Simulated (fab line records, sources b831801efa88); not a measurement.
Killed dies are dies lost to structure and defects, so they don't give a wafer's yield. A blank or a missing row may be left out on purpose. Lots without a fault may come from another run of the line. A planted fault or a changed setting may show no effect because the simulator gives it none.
fab line records | flow gf180mcu
record lots=5 wafers=15 last_day=34
route steps=602 shown MIM@520 M5@526 V5@540
lots that met no fault: from a run of the same line without faults
start_h: hours from the record's first day to the start of the lot's first wafer shown | wait_h: hours since the lot's step before | " the same as in the row above | L1.1+2: a row that stands for several wafers | - no value, or no start given | * or withheld: withheld | < > ~ a bound
route shown NAME@n: a module of which the file shows steps, and the number in the route of the first | usual: mean/standard deviation of fault-free wafers | same: alike in all rows | chamber/n: place in a boat | sites: the reading at each site | _std_site: their standard deviation | _edge_site: outer sites' mean less inner sites' | radius_mm: how far each site lies from the wafer's centre | mask NAME#n: copy n | behind: the tool/chamber that last shaped the wafer | hold: why the lot was held/for how many hours/how that ended | device: the transistor (n, p or np) that didn't switch | end of line: the same wafers' tests at the end of the route | a step without rows: its recipe alone | killed: dies lost to structure and defects at the first sort, not the wafer's yield | map: a wafer's dies, x killed, . not, _ none there
set.NAME: the setting as run; set.NAME@STEP: as run at that earlier step | model.NAME: the simulator's own value behind a step, which no gauge read
lots at some steps of the route; a table a step, a row a wafer
services: from which hour (start_h, from the record's first day; less than 0 if before it) a tool's chamber was out of use, for how many hours, and why
## steps
# step GF_MIM_PEB_17
# recipe temp_c=withheld time_s=* resist=NOVOLAK
# columns lot.wafer tool chamber start_h wait_h
L076.2+4+6 litho_track-01 0 - -
L084.2+3+6 litho_track-02 0 - -
L085.1+3+4 litho_track-01 0 - -
L096.1+2+4 litho_track-02 0 - -
L097.1+3+6 litho_track-02 0 - -
# step GF_MIM_DEVELOP_18
# recipe develop_time_s=60 dev_temp_c=23
# columns lot.wafer tool chamber start_h wait_h
L076.2+4+6 litho_track-01 0 613.46 0.1
L084.2+3+6 litho_track-02 0 667.21 0.1
L085.1+3+4 litho_track-01 0 677.08 0.1
L096.1+2+4 litho_track-02 0 744.23 0.1
L097.1+3+6 litho_track-02 0 748.88 0.1
# step GF_MIM_METAL_ETCH_19
# recipe chemistry=Cl2/BCl3 mask_material=NOVOLAK stop_on=Si3N4 target_depth_nm=324.5 pressure_mtorr=8 icp_w=800 bias_w=140 Cl2_flow_sccm=80 bcl3_flow_sccm=40 time_s=54.1
# usual bias_w=140.0/0.46 chamber_pressure_mTorr=8.000/0.0072 drypump_motor_current_A=6.03/0.19 oes_product_au=0.943/0.007 rf_fwd_power_W=794/3 throttle_valve_pct=28.283/0.0095
# columns lot.wafer tool chamber start_h wait_h bias_w chamber_pressure_mTorr drypump_motor_current_A oes_product_au rf_fwd_power_W rf_hours_counter_h throttle_valve_pct
L076.2 rie_metal-03 1 613.58 0.1 139.7 8.004 5.85 0.948 799 5 28.288
L076.4 " 0 " " 140.1 8.006 6.15 0.940 800 - 28.274
L076.6 " 1 " " 139.1 7.989 5.88 0.940 797 - 28.295
L084.2 rie_metal-02 0 667.34 0.1 140.2 8.001 5.87 0.953 790 3 28.279
L084.3 " 0 " " 139.2 8.011 5.84 0.944 790 - 28.273
L084.6 " 0 " " 140.0 8.008 5.87 0.947 791 - 28.283
L085.1 rie_metal-04 0 677.23 0.1 140.2 8.010 6.43 0.927 792 0 28.287
L085.3 " 1 " " 139.4 8.002 5.73 0.936 791 - 28.284
L085.4 " 0 " " 139.3 7.988 6.42 0.950 797 - 28.285
L096.1 rie_metal-04 0 744.38 0.1 140.5 8.013 6.42 0.937 795 3 28.271
L096.2 " 1 " " 140.1 8.011 5.73 0.942 795 9 28.301
L096.4 " 0 " " 140.6 7.997 6.39 0.937 798 - 28.262
L097.1 rie_metal-02 1 749.03 0.1 140.5 8.002 6.16 0.937 793 5 28.277
L097.3 " 1 " " 139.6 8.003 6.15 0.938 794 - 28.284
L097.6 " 0 " " 140.0 8.001 5.88 0.939 788 - 28.296
# step GF_MIM_STRIP_20
# recipe chemistry=O2/N2 power_w=1400 pressure_mtorr=1500 platen_temp_c=250 o2_flow_sccm=3000 n2_flow_sccm=300 overash_fraction=0.5
# usual chamber_pressure_mTorr=1499.9/1.4 drypump_motor_current_A=5.6/0.39 heater_power_w=352/30 n2_flow_sccm=299.8/0.82 o2_flow_sccm=3001/8.7 oes_product_au=0.691/0.0046 strip_time_to_endpoint_s=11.21/0.041
# columns lot.wafer tool chamber start_h wait_h chamber_pressure_mTorr drypump_motor_current_A heater_power_w n2_flow_sccm o2_flow_sccm oes_product_au rf_hours_counter_h strip_time_to_endpoint_s
L076.2 plasma_asher-01 0 613.65 0.0 1499.3 5.1 405 300.1 2993 0.687 20 11.19
L076.4 " 1 " " 1503.0 5.7 333 300.4 3016 0.690 - 11.18
L076.6 " 0 " " 1502.3 5.1 410 301.1 3001 0.688 - 11.17
L084.2 plasma_asher-01 1 667.41 0.0 1499.7 5.7 321 300.9 2995 0.687 27 11.20
L084.3 " 0 " " 1499.7 5.1 403 300.6 3000 0.690 - 11.21
L084.6 " 1 " " 1499.6 5.7 324 300.3 2990 0.691 - 11.24
L085.1 plasma_asher-02 0 677.30 0.0 1501.5 6.2 344 299.6 3005 0.695 56 11.29
L085.3 " 0 " " 1501.1 6.2 340 299.1 3000 0.683 - 11.22
L085.4 " 1 " " 1500.3 5.2 327 301.3 3000 0.695 - 11.28
L096.1 plasma_asher-02 1 744.45 0.0 1503.2 5.2 318 299.6 3016 0.691 63 11.29
L096.2 " 0 " " 1503.6 6.2 342 300.3 2995 0.697 63 11.23
L096.4 " 1 " " 1499.8 5.2 318 301.5 3003 0.690 - 11.30
L097.1 plasma_asher-03 1 749.10 0.0 1502.0 5.5 337 298.8 2986 0.685 1 11.16
L097.3 " 1 " " 1499.2 5.5 330 298.7 2981 0.687 - 11.16
L097.6 " 1 " " 1498.7 5.5 330 299.6 2998 0.693 - 11.15
# step GF_MIM_STRIP_21
# recipe chemistry=post_etch_residue_remover time_s=1200 temp_c=72.5
# columns lot.wafer tool chamber start_h wait_h
L076.2+4+6 wet_bench-02 0 613.75 0.1
L084.2+3+6 wet_bench-02 0 667.51 0.1
L085.1+3+4 wet_bench-04 1 677.40 0.1
L096.1+2+4 wet_bench-04 1 744.55 0.1
L097.1+3+6 wet_bench-02 3 749.20 0.1
# step GF_MIM_CLEAN_22
# recipe chemistry=DIW dry=n2_spin
# columns lot.wafer tool chamber start_h wait_h
L076.2+4+6 wet_bench-03 3 614.13 0.0
L084.2+3+6 wet_bench-03 3 668.19 0.0
L085.1+3+4 wet_bench-02 2 677.78 0.0
L096.1+2+4 wet_bench-03 0 744.90 0.0
L097.1+3+6 wet_bench-03 2 749.55 0.0
# step GF_M5_DEHYDRATE_00
# recipe temp_c=200 time_s=60
# columns lot.wafer tool chamber start_h wait_h
L076.2+4+6 litho_track-01 0 623.61 9.4
L084.2+3+6 litho_track-02 0 677.26 9.0
L085.1+3+4 litho_track-04 0 686.48 8.6
L096.1+2+4 litho_track-01 0 752.28 7.3
L097.1+3+6 litho_track-01 0 757.28 7.6
# step GF_M5_HMDS_01
# recipe prime_time_s=60 prime_temp_c=120
# columns lot.wafer tool chamber start_h wait_h
L076.2+4+6 litho_track-01 0 623.76 0.1
L084.2+3+6 litho_track-02 0 677.41 0.1
L085.1+3+4 litho_track-04 0 686.63 0.1
L096.1+2+4 litho_track-01 0 752.43 0.1
L097.1+3+6 litho_track-01 0 757.43 0.1
# step GF_M5_COAT_02
# recipe resist=KrF spin_rpm=withheld resist_thk_nm=1000
# columns lot.wafer tool chamber start_h wait_h
L076.2+4+6 litho_track-01 0 623.91 0.1
L084.2+3+6 litho_track-02 0 677.56 0.1
L085.1+3+4 litho_track-04 0 686.78 0.1
L096.1+2+4 litho_track-01 0 752.58 0.1
L097.1+3+6 litho_track-01 0 757.58 0.1
# step GF_M5_SOFTBAKE_03
# recipe temp_c=130 time_s=60 resist=KrF
# columns lot.wafer tool chamber start_h wait_h
L076.2+4+6 litho_track-01 0 624.06 0.1
L084.2+3+6 litho_track-02 0 677.71 0.1
L085.1+3+4 litho_track-04 0 686.93 0.1
L096.1+2+4 litho_track-01 0 752.73 0.1
L097.1+3+6 litho_track-01 0 757.73 0.1
# step GF_M5_EXPOSE_04
# recipe mask_id=Metal5 target_cd_nm=280 na=0.68 source_shape=conventional sigma_outer=0.6 dose_mj=28
# usual reticle_temp_C=23.01/0.11 stage_vel_mm_s=499.92/0.21
# columns lot.wafer tool chamber start_h wait_h mask reticle_temp_C stage_vel_mm_s
L076.2 krf_scanner-01 0 - - Metal5#0 22.94 499.85
L076.4 " 0 " " Metal5#0 23.00 500.20
L076.6 " 0 " " Metal5#0 22.90 500.20
L084.2 krf_scanner-01 0 - - Metal5#0 23.05 500.00
L084.3 " 0 " " Metal5#0 22.80 500.16
L084.6 " 0 " " Metal5#0 22.90 500.08
L085.1 krf_scanner-02 0 - - Metal5#0 23.06 499.99
L085.3 " 0 " " Metal5#0 23.08 500.15
L085.4 " 0 " " Metal5#0 23.10 500.07
L096.1 krf_scanner-02 0 - - Metal5#0 22.91 499.61
L096.2 " 0 " " Metal5#0 22.90 499.59
L096.4 " 0 " " Metal5#0 22.95 499.97
L097.1 krf_scanner-01 0 - - Metal5#0 23.06 500.25
L097.3 " 0 " " Metal5#0 22.91 500.08
L097.6 " 0 " " Metal5#0 23.19 500.09
# step GF_M5_PEB_05
# recipe peb_temp_c=135 peb_time_s=90 resist=KrF
# columns lot.wafer tool chamber start_h wait_h
L076.2+4+6 litho_track-02 0 - -
L084.2+3+6 litho_track-04 0 - -
L085.1+3+4 litho_track-01 0 - -
L096.1+2+4 litho_track-01 0 - -
L097.1+3+6 litho_track-04 0 - -
# step GF_M5_DEVELOP_06
# recipe develop_time_s=60 dev_temp_c=21
# columns lot.wafer tool chamber start_h wait_h
L076.2+4+6 litho_track-02 0 633.76 0.2
L084.2+3+6 litho_track-04 0 687.30 0.2
L085.1+3+4 litho_track-01 0 696.28 0.2
L096.1+2+4 litho_track-01 0 760.93 0.2
L097.1+3+6 litho_track-04 0 765.93 0.2
# step GF_M5_CD_MEAS_07
# recipe target_cd_nm=280
# usual cd_nm=280.3/1
# columns lot.wafer tool chamber start_h wait_h cd_nm
L076.2 cd_sem-01 - 633.91 0.1 279.9
L076.4 " - " " 280.5
L076.6 " - " " 282.0
L084.2 cd_sem-02 - 687.45 0.1 279.2
L084.3 " - " " 280.3
L084.6 " - " " 280.0
L085.1 cd_sem-01 - 696.43 0.1 281.7
L085.3 " - " " 282.5
L085.4 " - " " 282.7
L096.1 cd_sem-01 - 761.08 0.1 281.0
L096.2 " - " " 280.5
L096.4 " - " " 280.3
L097.1 cd_sem-01 - 766.08 0.1 281.0
L097.3 " - " " 281.6
L097.6 " - " " 281.5
# step GF_M5_OVL_MEAS_08
# usual M5_OVL=0/5.6
# columns lot.wafer tool chamber start_h wait_h M5_OVL[nm]
L076.2 overlay-01 - 634.01 0.1 1
L076.4 " - " " -1
L076.6 " - " " 1
L084.2 overlay-02 - 687.55 0.1 -8
L084.3 " - " " -5
L084.6 " - " " -6
L085.1 overlay-02 - 696.55 0.1 -9
L085.3 " - " " -7
L085.4 " - " " 3
L096.1 overlay-01 - 761.20 0.1 -4
L096.2 " - " " -5
L096.4 " - " " -3
L097.1 overlay-02 - 766.20 0.1 -1
L097.3 " - " " -3
L097.6 " - " " -3
# step GF_M5_ETCH_09
# recipe chemistry=CF4/O2 target=Si3N4 target_depth_nm=52 source_w=800 bias_w=150 pressure_mtorr=150 cf4_flow_sccm=80 O2_flow_sccm=10 time_s=11.6
# usual bias_w=149.9/0.46 chamber_pressure_mTorr=149.99/0.14 drypump_motor_current_A=5.7/0.57 oes_product_au=0.999/0.01 rf_fwd_power_W=785/4.6 throttle_valve_pct=5.970/0.0098
# columns lot.wafer tool chamber start_h wait_h bias_w chamber_pressure_mTorr drypump_motor_current_A oes_product_au rf_fwd_power_W rf_hours_counter_h throttle_valve_pct
L076.2 rie_diel-01 1 634.04 0.0 150.5 150.18 5.3 0.997 786 25 5.962
L076.4 " 0 " " 150.4 149.96 6.3 1.008 788 4 5.953
L076.6 " 0 " " 149.4 149.85 6.2 1.009 787 - 5.977
L084.2 rie_diel-04 3 687.58 0.0 150.0 149.83 4.7 1.001 779 12 5.991
L084.3 " 0 " " 149.8 150.03 6.1 0.972 780 17 5.969
L084.6 " 1 " " 150.3 149.95 6.5 0.993 782 - 5.959
L085.1 rie_diel-01 1 696.59 0.0 149.5 149.87 5.3 0.990 787 28 5.976
L085.3 " 2 " " 149.7 150.02 5.1 0.998 791 - 5.956
L085.4 " 1 " " 149.6 149.89 5.3 0.993 790 - 5.969
L096.1 rie_diel-02 2 761.24 0.0 149.9 150.28 5.2 0.998 788 14 5.963
L096.2 " 3 " " 150.0 149.78 6.3 0.991 780 6 5.975
L096.4 " 0 " " 150.6 150.11 5.7 0.985 791 0 5.963
L097.1 rie_diel-01 0 766.23 0.0 150.4 150.00 6.3 1.001 787 8 5.977
L097.3 " 3 " " 149.9 149.81 6.2 1.003 790 3 5.975
L097.6 " 3 " " 149.9 150.15 6.2 1.010 790 - 5.964
# step GF_M5_METAL_ETCH_10
# recipe chemistry=Cl2/BCl3 mask_material=KrF target_depth_nm=750.8 stop_on=SiO2 pressure_mtorr=8 icp_w=800 bias_w=140 Cl2_flow_sccm=80 bcl3_flow_sccm=40 time_s=125.1
# usual bias_w=139.9/0.45 chamber_pressure_mTorr=7.999/0.008 drypump_motor_current_A=5.9/0.32 oes_product_au=0.986/0.007 rf_fwd_power_W=795.9/2.6 throttle_valve_pct=28.233/0.011
# columns lot.wafer tool chamber start_h wait_h bias_w chamber_pressure_mTorr drypump_motor_current_A oes_product_au rf_fwd_power_W rf_hours_counter_h throttle_valve_pct
L076.2 rie_metal-01 1 634.06 0.0 140.1 8.009 5.5 0.986 796.5 8 28.205
L076.4 " 1 " " 139.9 8.003 5.4 0.989 795.1 - 28.238
L076.6 " 1 " " 139.5 8.001 5.4 0.990 792.2 - 28.234
L084.2 rie_metal-01 0 687.61 0.0 140.0 7.992 6.1 0.983 794.4 8 28.232
L084.3 " 1 " " 140.1 7.998 5.5 0.992 796.7 - 28.231
L084.6 " 0 " " 139.3 7.981 6.1 0.985 795.1 - 28.236
L085.1 rie_metal-02 1 696.62 0.0 139.5 7.992 6.2 0.996 796.3 2 28.234
L085.3 " 1 " " 139.4 7.995 6.1 0.984 796.0 - 28.241
L085.4 " 1 " " 139.6 7.996 6.2 0.995 798.3 - 28.224
L096.1 rie_metal-04 1 761.26 0.0 140.2 8.001 5.7 0.988 802.1 10 28.226
L096.2 " 0 " " 139.7 7.998 6.4 0.977 799.9 4 28.248
L096.4 " 1 " " 140.2 7.995 5.7 0.995 798.6 - 28.231
L097.1 rie_metal-02 1 766.26 0.0 139.4 8.010 6.2 0.990 795.4 6 28.217
L097.3 " 1 " " 139.1 8.002 6.2 0.990 796.3 - 28.231
L097.6 " 1 " " 139.4 7.990 6.1 0.997 795.9 - 28.238
# step GF_M5_STRIP_11
# recipe chemistry=O2/N2 power_w=1400 pressure_mtorr=1500 platen_temp_c=250 o2_flow_sccm=3000 n2_flow_sccm=300 overash_fraction=0.5
# usual chamber_pressure_mTorr=1499.9/1.4 drypump_motor_current_A=5.9/0.52 heater_power_w=325/30 n2_flow_sccm=300.2/0.75 o2_flow_sccm=3000/9.3 oes_product_au=0.524/0.0053 strip_time_to_endpoint_s=7.06/0.057
# columns lot.wafer tool chamber start_h wait_h chamber_pressure_mTorr drypump_motor_current_A heater_power_w n2_flow_sccm o2_flow_sccm oes_product_au rf_hours_counter_h strip_time_to_endpoint_s
L076.2 plasma_asher-04 1 634.19 0.1 1501.6 6.6 294 301.4 3006 0.516 83 6.99
L076.4 " 1 " " 1502.4 6.6 297 300.6 2995 0.521 - 7.02
L076.6 " 0 " " 1498.4 5.8 322 299.6 2985 0.531 - 7.06
L084.2 plasma_asher-02 1 687.74 0.1 1498.2 5.3 310 300.6 2992 0.526 57 7.11
L084.3 " 1 " " 1499.6 5.2 324 300.2 3013 0.522 - 7.09
L084.6 " 0 " " 1501.8 6.2 345 300.2 2988 0.520 - 7.10
L085.1 plasma_asher-04 1 696.88 0.2 1498.2 6.7 298 300.5 3009 0.519 90 7.02
L085.3 " 0 " " 1498.6 5.8 308 300.4 3009 0.519 - 7.02
L085.4 " 1 " " 1499.2 6.6 291 299.5 3003 0.524 - 7.03
L096.1 plasma_asher-02 0 761.39 0.1 1498.7 6.2 342 300.8 3001 0.520 64 7.08
L096.2 " 1 " " 1502.0 5.2 323 299.8 3013 0.525 64 7.15
L096.4 " 0 " " 1501.3 6.2 343 301.5 3012 0.518 - 7.03
L097.1 plasma_asher-04 1 766.51 0.2 1499.3 6.6 293 299.4 2999 0.528 98 6.99
L097.3 " 1 " " 1498.5 6.6 297 299.7 3014 0.523 - 7.00
L097.6 " 1 " " 1501.0 6.6 288 299.8 2996 0.524 - 6.96
# step GF_M5_STRIP_12
# recipe chemistry=post_etch_residue_remover time_s=1200 temp_c=72.5
# columns lot.wafer tool chamber start_h wait_h
L076.2+4+6 wet_bench-04 1 634.29 0.1
L084.2+3+6 wet_bench-01 0 687.84 0.1
L085.1+3+4 wet_bench-01 2 696.98 0.1
L096.1+2+4 wet_bench-04 3 761.49 0.1
L097.1+3+6 wet_bench-04 0 766.61 0.1
# step GF_M5_CLEAN_13
# recipe chemistry=DIW dry=n2_spin
# columns lot.wafer tool chamber start_h wait_h
L076.2+4+6 wet_bench-02 3 634.98 0.0
L084.2+3+6 wet_bench-02 3 688.18 0.0
L085.1+3+4 wet_bench-02 1 697.32 0.0
L096.1+2+4 wet_bench-01 2 762.17 0.0
L097.1+3+6 wet_bench-04 2 766.96 0.0
# step GF_V5_CVD_00
# recipe material=SiO2 target_thk_nm=300 sigma_open_frac=0.3 temp_c=400 time_s=51.65 sih4_flow_sccm=60 pressure_mtorr=6
# columns lot.wafer tool chamber start_h wait_h
L076.2+4+6 hdpcvd-02 2,2,0 635.08 0.0
L084.2+3+6 hdpcvd-02 1,2,2 688.27 0.0
L085.1+3+4 hdpcvd-01 1,2,0 697.42 0.0
L096.1+2+4 hdpcvd-02 0,1,0 762.26 0.0
L097.1+3+6 hdpcvd-02 2,1,1 767.05 0.0
# step GF_V5_THK_MEAS_01
# recipe reads=SiO2_of_V5_CVD_00
# usual V5_CVD_00_THK=311/3.8
# columns lot.wafer tool chamber start_h wait_h V5_CVD_00_THK[nm]
L076.2 film_metro-03 - 635.13 0.0 306
L076.4 " - " " 306
L076.6 " - " " 308
L084.2 film_metro-03 - 688.32 0.0 308
L084.3 " - " " 304
L084.6 " - " " 309
L085.1 film_metro-03 - 697.46 0.0 309
L085.3 " - " " 310
L085.4 " - " " 303
L096.1 film_metro-01 - 762.31 0.0 306
L096.2 " - " " 310
L096.4 " - " " 312
L097.1 film_metro-03 - 767.09 0.0 312
L097.3 " - " " 308
L097.6 " - " " 314
# step GF_V5_CVD_02
# recipe material=SiO2 target_thk_nm=1450 precursor=TEOS temp_c=400 time_s=163.28 rf_w=600
# usual heater_power_w=668/88 rf_fwd_power_W=597.6/2.2
# columns lot.wafer tool chamber start_h wait_h heater_power_w rf_fwd_power_W
L076.2 pecvd-03 0 635.18 0.0 678 601.6
L076.4 " 0 " " 737 597.1
L076.6 " 2 " " 661 595.9
L084.2 pecvd-01 1 688.37 0.0 633 597.4
L084.3 " 2 " " 807 599.2
L084.6 " 2 " " 630 598.9
L085.1 pecvd-01 1 697.52 0.1 548 597.2
L085.3 " 2 " " 764 596.3
L085.4 " 1 " " 641 595.2
L096.1 pecvd-03 1 762.37 0.1 651 598.8
L096.2 " 0 " " 793 597.8
L096.4 " 1 " " 699 599.6
L097.1 pecvd-04 2 767.15 0.1 738 601.4
L097.3 " 1 " " 540 597.4
L097.6 " 2 " " 622 602.6
# step GF_V5_THK_MEAS_03
# recipe reads=SiO2_of_V5_CVD_02
# usual V5_CVD_02_THK=1447/21
# columns lot.wafer tool chamber start_h wait_h V5_CVD_02_THK[nm]
L076.2 film_metro-01 - 635.30 0.1 1447
L076.4 " - " " 1469
L076.6 " - " " 1469
L084.2 film_metro-01 - 688.49 0.1 1439
L084.3 " - " " 1418
L084.6 " - " " 1445
L085.1 film_metro-03 - 697.63 0.1 1438
L085.3 " - " " 1414
L085.4 " - " " 1440
L096.1 film_metro-02 - 762.48 0.1 1465
L096.2 " - " " 1419
L096.4 " - " " 1486
L097.1 film_metro-03 - 767.26 0.1 1441
L097.3 " - " " 1447
L097.6 " - " " 1451
# step GF_V5_CMP_04
# recipe material=SiO2 down_force_psi=4 platen_rpm=60 pad_velocity_m_s=0.94248
# usual motor_current_A=11.9/1.2 platen_rpm=59.99/0.041
# columns lot.wafer tool chamber start_h wait_h motor_current_A platen_rpm
L076.4 cmp-01 0 635.45 0.1 13.9 60.00
L076.2 " 1 " " 11.4 59.99
L076.6 " 2 " " 12.5 60.06
L084.2 cmp-01 2 688.54 0.0 12.1 60.02
L084.3 " 3 " " 13.2 59.99
L084.6 " 2 " " 11.9 59.97
L085.1 cmp-02 2 697.74 0.1 11.5 59.99
L085.3 " 3 " " 10.1 59.99
L085.4 " 0 " " 11.2 60.06
L096.2 cmp-01 1 762.54 0.0 11.0 60.00
L096.1 " 3 " " 12.7 59.91
L096.4 " 0 " " 13.3 60.01
L097.1 cmp-02 2 767.37 0.1 11.6 60.00
L097.3 " 0 " " 11.1 60.00
L097.6 " 1 " " 13.0 60.01
# step GF_V5_BOW_MEAS_05
# recipe mode=bow
# usual V5_BOW=135/8.8
# columns lot.wafer tool chamber start_h wait_h V5_BOW[um]
L076.2 film_metro-02 - 635.67 0.1 142
L076.4 " - " " 142
L076.6 " - " " 145
L084.2 film_metro-03 - 688.86 0.3 132
L084.3 " - " " 127
L084.6 " - " " 142
L085.1 film_metro-03 - 697.99 0.2 133
L085.3 " - " " 127
L085.4 " - " " 130
L096.1 film_metro-01 - 762.84 0.1 145
L096.2 " - " " 143
L096.4 " - " " 151
L097.1 film_metro-01 - 767.62 0.2 134
L097.3 " - " " 116
L097.6 " - " " 131
# step GF_V5_DEHYDRATE_06
# recipe temp_c=200 time_s=60
# columns lot.wafer tool chamber start_h wait_h
L076.2+4+6 litho_track-01 0 645.46 9.8
L084.2+3+6 litho_track-03 0 697.87 9.0
L085.1+3+4 litho_track-01 0 706.83 8.8
L096.1+2+4 litho_track-03 0 770.10 7.2
L097.1+3+6 litho_track-01 0 775.18 7.5
# step GF_V5_HMDS_07
# recipe prime_time_s=60 prime_temp_c=120
# columns lot.wafer tool chamber start_h wait_h
L076.2+4+6 litho_track-01 0 645.61 0.1
L084.2+3+6 litho_track-03 0 698.02 0.1
L085.1+3+4 litho_track-01 0 706.98 0.1
L096.1+2+4 litho_track-03 0 770.25 0.1
L097.1+3+6 litho_track-01 0 775.33 0.1
# step GF_V5_COAT_08
# recipe resist=BARC temp_c=withheld time_s=withheld spin_rpm=withheld resist_thk_nm=withheld
# columns lot.wafer tool chamber start_h wait_h
L076.2+4+6 litho_track-01 0 645.76 0.1
L084.2+3+6 litho_track-03 0 698.17 0.1
L085.1+3+4 litho_track-01 0 707.13 0.1
L096.1+2+4 litho_track-03 0 770.40 0.1
L097.1+3+6 litho_track-01 0 775.48 0.1
# step GF_V5_COAT_09
# recipe resist=KrF spin_rpm=withheld resist_thk_nm=1000
# columns lot.wafer tool chamber start_h wait_h
L076.2+4+6 litho_track-01 0 - -
L084.2+3+6 litho_track-03 0 - -
L085.1+3+4 litho_track-01 0 - -
L096.1+2+4 litho_track-03 0 - -
L097.1+3+6 litho_track-01 0 - -
# step GF_V5_SOFTBAKE_10
# recipe temp_c=130 time_s=60 resist=KrF
# columns lot.wafer tool chamber start_h wait_h
L076.2+4+6 litho_track-01 0 - -
L084.2+3+6 litho_track-03 0 - -
L085.1+3+4 litho_track-01 0 - -
L096.1+2+4 litho_track-03 0 - -
L097.1+3+6 litho_track-01 0 - -
# step GF_V5_EXPOSE_11
# recipe mask_id=Via5 target_cd_nm=260 na=0.68 source_shape=conventional sigma_outer=0.6 dose_mj=38
# usual reticle_temp_C=23.01/0.11 stage_vel_mm_s=500.02/0.27
# columns lot.wafer tool chamber start_h wait_h mask reticle_temp_C stage_vel_mm_s
L076.2 krf_scanner-01 0 - - Via5#0 23.05 499.89
L076.4 " 0 " " Via5#0 22.96 499.90
L076.6 " 0 " " Via5#0 23.03 499.85
L084.2 krf_scanner-01 0 - - Via5#0 23.21 500.07
L084.3 " 0 " " Via5#0 23.16 500.29
L084.6 " 0 " " Via5#0 23.09 499.79
L085.1 krf_scanner-02 0 - - Via5#0 22.91 500.23
L085.3 " 0 " " Via5#0 23.04 499.93
L085.4 " 0 " " Via5#0 23.10 500.07
L096.1 krf_scanner-01 0 - - Via5#0 22.98 499.95
L096.2 " 0 " " Via5#0 23.12 500.13
L096.4 " 0 " " Via5#0 23.11 499.90
L097.1 krf_scanner-02 0 - - Via5#0 23.01 500.28
L097.3 " 0 " " Via5#0 22.98 500.35
L097.6 " 0 " " Via5#0 22.94 499.98
# step GF_V5_PEB_12
# recipe peb_temp_c=135.7 peb_time_s=90 resist=KrF
# columns lot.wafer tool chamber start_h wait_h
L076.2+4+6 litho_track-01 0 - -
L084.2+3+6 litho_track-03 0 - -
L085.1+3+4 litho_track-04 0 - -
L096.1+2+4 litho_track-03 0 - -
L097.1+3+6 litho_track-01 0 - -
# step GF_V5_DEVELOP_13
# recipe develop_time_s=60 resist=KrF dev_temp_c=21
# columns lot.wafer tool chamber start_h wait_h
L076.2+4+6 litho_track-01 0 655.81 0.2
L084.2+3+6 litho_track-03 0 707.67 0.2
L085.1+3+4 litho_track-04 0 715.98 0.2
L096.1+2+4 litho_track-03 0 778.75 0.2
L097.1+3+6 litho_track-01 0 783.13 0.2
# step GF_V5_CD_MEAS_14
# recipe target_cd_nm=260
# usual cd_nm=260.1/0.94
# columns lot.wafer tool chamber start_h wait_h cd_nm
L076.2 cd_sem-02 - 655.95 0.1 260.2
L076.4 " - " " 259.3
L076.6 " - " " 259.3
L084.2 cd_sem-01 - 707.82 0.1 259.8
L084.3 " - " " 259.2
L084.6 " - " " 259.4
L085.1 cd_sem-01 - 716.13 0.1 258.5
L085.3 " - " " 259.5
L085.4 " - " " 260.4
L096.1 cd_sem-01 - 778.90 0.1 259.2
L096.2 " - " " 259.9
L096.4 " - " " 260.3
L097.1 cd_sem-01 - 783.28 0.1 259.4
L097.3 " - " " 259.5
L097.6 " - " " 259.8
# step GF_V5_OVL_MEAS_15
# usual V5_OVL=2/6.3
# columns lot.wafer tool chamber start_h wait_h V5_OVL[nm]
L076.2 overlay-01 - 656.06 0.1 1
L076.4 " - " " 4
L076.6 " - " " 1
L084.2 overlay-01 - 707.92 0.1 13
L084.3 " - " " 8
L084.6 " - " " 9
L085.1 overlay-02 - 716.25 0.1 -2
L085.3 " - " " 1
L085.4 " - " " -3
L096.1 overlay-02 - 779.02 0.1 -3
L096.2 " - " " -7
L096.4 " - " " -2
L097.1 overlay-02 - 783.40 0.1 4
L097.3 " - " " -1
L097.6 " - " " 8
# step GF_V5_ETCH_16
# recipe chemistry=N2/H2 target_depth_a=withheld overetch_a=withheld time_s=withheld target=BARC ion_energy_ev=200 source_w=500 bias_w=100 pressure_mtorr=30 n2_flow_sccm=100 h2_flow_sccm=200
# usual bias_w=100.01/0.28 chamber_pressure_mTorr=29.997/0.03 drypump_motor_current_A=5.7/0.4 n2_flow_sccm=100.02/0.3 oes_product_au=0.854/0.0047 rf_fwd_power_W=494.7/2.3 throttle_valve_pct=13.226/0.0099
# columns lot.wafer tool chamber start_h wait_h bias_w chamber_pressure_mTorr drypump_motor_current_A n2_flow_sccm oes_product_au rf_fwd_power_W throttle_valve_pct
L076.2 rie_diel-02 3 656.09 0.0 100.01 30.019 6.3 99.87 0.854 492.7 13.228
L076.4 " 0 " " 100.10 29.966 5.8 100.10 0.854 495.3 13.218
L076.6 " 1 " " 99.31 29.983 5.9 99.93 0.849 495.0 13.226
L084.2 rie_diel-01 3 707.95 0.0 100.29 29.978 6.3 100.10 0.843 496.4 13.231
L084.3 " 0 " " 100.23 30.045 6.3 99.78 0.852 493.6 13.216
L084.6 " 1 " " 99.75 30.000 5.3 100.25 0.851 497.4 13.225
L085.1 rie_diel-03 0 716.28 0.0 100.54 30.018 5.9 99.61 0.858 495.5 13.224
L085.3 " 3 " " 100.14 30.019 5.8 100.00 0.851 490.6 13.225
L085.4 " 1 " " 100.51 30.031 5.8 99.94 0.861 498.7 13.223
L096.1 rie_diel-02 3 779.05 0.0 99.83 29.990 6.3 100.10 0.854 493.0 13.214
L096.2 " 2 " " 100.24 30.026 5.3 100.51 0.858 494.2 13.214
L096.4 " 0 " " 99.61 30.073 5.7 99.80 0.846 496.6 13.223
L097.1 rie_diel-01 3 783.44 0.0 100.39 29.995 6.2 100.32 0.859 494.1 13.225
L097.3 " 2 " " 99.74 29.982 5.1 99.76 0.861 496.2 13.228
L097.6 " 2 " " 99.53 29.968 5.1 100.02 0.858 495.7 13.231
## services
# columns tool chamber start_h hours kind
krf_scanner-01 - 590.27 0.8 pm
wet_bench-03 - 601.97 1.1 repair
krf_scanner-01 - 604.25 1.0 pm
hdpcvd-02 - 610.18 2.8 pm
krf_scanner-02 - 611.96 1.0 pm
hdpcvd-02 2 617.83 6.2 repair
krf_scanner-02 - 627.69 1.3 pm
krf_scanner-01 - 628.99 1.3 pm
plasma_asher-02 - 630.87 28.1 pm
krf_scanner-02 - 651.92 0.8 pm
wet_bench-04 - 658.02 2.0 repair
rie_diel-01 0 660.64 4.7 repair
rie_diel-01 1 673.06 1.5 repair
rie_diel-01 0 677.88 9.1 repair
rie_metal-02 - 680.98 2.4 repair
rie_diel-01 0 687.53 19.6 repair
rie_metal-02 0 692.34 28.2 repair
hdpcvd-02 1 724.22 11.0 repair
rie_diel-01 0 741.10 9.8 repair
rie_metal-02 0 752.90 21.4 repair
krf_scanner-01 - 759.07 0.8 pm
krf_scanner-02 - 767.45 3.6 pm
krf_scanner-01 - 773.25 1.0 pm
krf_scanner-02 - 780.96 1.0 pm
## key
fault none
